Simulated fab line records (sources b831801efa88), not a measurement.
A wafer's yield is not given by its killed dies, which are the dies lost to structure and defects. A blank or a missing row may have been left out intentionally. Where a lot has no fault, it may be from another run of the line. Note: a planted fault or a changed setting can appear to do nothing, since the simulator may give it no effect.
A struck lot beside a sound one || flow sky130 || 23 out of 708 route steps
Sound: the wafers L305.1, L305.3, L305.6. Struck: wafers L314.2, L314.3, L314.6. The cause comes at the end.
Order at every step that has rows: each side's tool, ch and its chambers, its first start. Under that, the readings that differ: sound wafers || struck wafers || difference of the means || sigmas: that difference in standard deviations of wafers without a fault.
alike: a reading whose means differ by less than 2 such deviations, as well as words and numbers matching on both sides. not compared: withheld readings; readings where some wafer has no value; bounds like >300 that might hide an equal value; numbers whose values overlap and for which the record gives no deviation.
The two part at a step that has a row with sigmas, a row that says differs or no value, or rows on one side only. Numbers that don't overlap but have no deviation are shown without sigmas and don't part them. A reading that every wafer of one side lacks parts them only if that side has two wafers or more.

first, 5 steps without rows for these wafers: SKY_RES_PROTECT_SOFTBAKE_03 (time 60 s); SKY_RES_PROTECT_EXPOSE_04 (exposes mask RPM, target cd 1270 nm); SKY_RES_PROTECT_PEB_05; SKY_RES_PROTECT_DEVELOP_06 (develop time 60 s); SKY_POLY_GATE_IMPLANT_02.
SKY_RES_PROTECT_STRIP_07: strips in O2/N2.
  sound on plasma asher-03 ch 0,1, day 17 21:04; struck on plasma asher-01 ch 0,1, day 21 03:48
  alike: chamber pressure mTorr, drypump motor current A, oes product au, strip time to endpoint s
  not compared: rf hours counter h
SKY_RES_PROTECT_TW_MEAS_08:
  struck on film metro-04, day 21 03:55; sound on film metro-04, day 17 21:10
  alike: POLY_GATE_TW
then, 2 steps without rows for these wafers: SKY_RES_PROTECT_CLEAN_09 (cleans in SC1/SC2, time 150 s); SKY_POLY_GATE_CVD_03 (deposits Si3N4 from DCS/NH3, target thk 75 nm, time 1290 s).
SKY_POLY_GATE_THK_MEAS_04:
  struck on film metro-01, day 21 06:04; sound on film metro-01, day 17 23:48
  alike: POLY_GATE_CVD_03_THK
then, 2 steps without rows for these wafers: SKY_POLY_GATE_DEHYDRATE_05 (time 60 s); SKY_POLY_GATE_HMDS_06 (prime time 60 s).
SKY_POLY_GATE_COAT_07: resist thk 110 nm.
  sound on litho track-03 ch 0, day 18 15:22; struck on litho track-03 ch 0, day 21 20:59
{"reading": "model.BARC_of_POLY_GATE_COAT_07.thk nm (nm)", "sound": "110.1 109.7 110.2", "struck": "107.4 107.4 107.5", "difference": -2.6, "sigmas": ""}
  alike: exhaust pa
then, 5 steps without rows for these wafers: SKY_POLY_GATE_COAT_08 (resist thk 450 nm); SKY_POLY_GATE_SOFTBAKE_09 (time 90 s); SKY_POLY_GATE_EXPOSE_10 (exposes mask P1M, target cd 150 nm); SKY_POLY_GATE_PEB_11; SKY_POLY_GATE_DEVELOP_12 (develop time 60 s).
SKY_POLY_GATE_CD_MEAS_13: target cd 150 nm.
  struck on cd sem-02, day 22 12:59; sound on cd sem-01, day 19 06:36
{"reading": "cd nm (nm)", "sound": "147.1 147.0 148.5", "struck": "153.5 153.5 152.7", "difference": "+5.7", "sigmas": "+3"}
SKY_POLY_GATE_OVL_MEAS_14:
  struck on overlay-01, day 22 13:05; sound on overlay-02, day 19 06:43
{"reading": "POLY_GATE_OVL (nm)", "sound": "-11 -7 -11", "struck": "1 4 5", "difference": "+13", "sigmas": "+2"}
SKY_POLY_GATE_ETCH_15: etches BARC in N2/H2, stops on SiO2, time 118.5 s, target depth 110 nm.
  sound on rie diel-04 ch 1,3, day 19 06:46; struck on rie diel-03 ch 0,1, day 22 13:07
{"reading": "drypump motor current A (A)", "sound": "5.9 6.3 5.9", "struck": "5.0 5.0 5.0", "difference": -1.0, "sigmas": -2}
{"reading": "model.etch.depth nm (nm)", "sound": "110.1 109.7 110.2", "struck": "107.4 107.4 107.5", "difference": -2.6, "sigmas": ""}
  alike: chamber pressure mTorr, oes product au, throttle valve pct
  not compared: rf hours counter h
SKY_POLY_GATE_ETCH_16: etches Si3N4 in CH3F/O2, stops on poly-Si, time 147.5 s, target depth 75 nm.
  sound on rie diel-04 ch 1,3, day 19 06:50; struck on rie diel-03 ch 0,1, day 22 13:13
{"reading": "drypump motor current A (A)", "sound": "5.9 6.3 5.9", "struck": "5.0 5.0 5.0", "difference": -1.0, "sigmas": -2}
  alike: ch3f flow sccm, chamber pressure mTorr, oes product au, throttle valve pct
  not compared: rf hours counter h
following that, these wafers have no rows for 1 step: SKY_PAD_OPEN_PROBE_99.

== WHERE THEY PART ==
First at SKY_POLY_GATE_CD_MEAS_13; last, within this record, at SKY_POLY_GATE_ETCH_16.

WHY: the cause the simulator had injected
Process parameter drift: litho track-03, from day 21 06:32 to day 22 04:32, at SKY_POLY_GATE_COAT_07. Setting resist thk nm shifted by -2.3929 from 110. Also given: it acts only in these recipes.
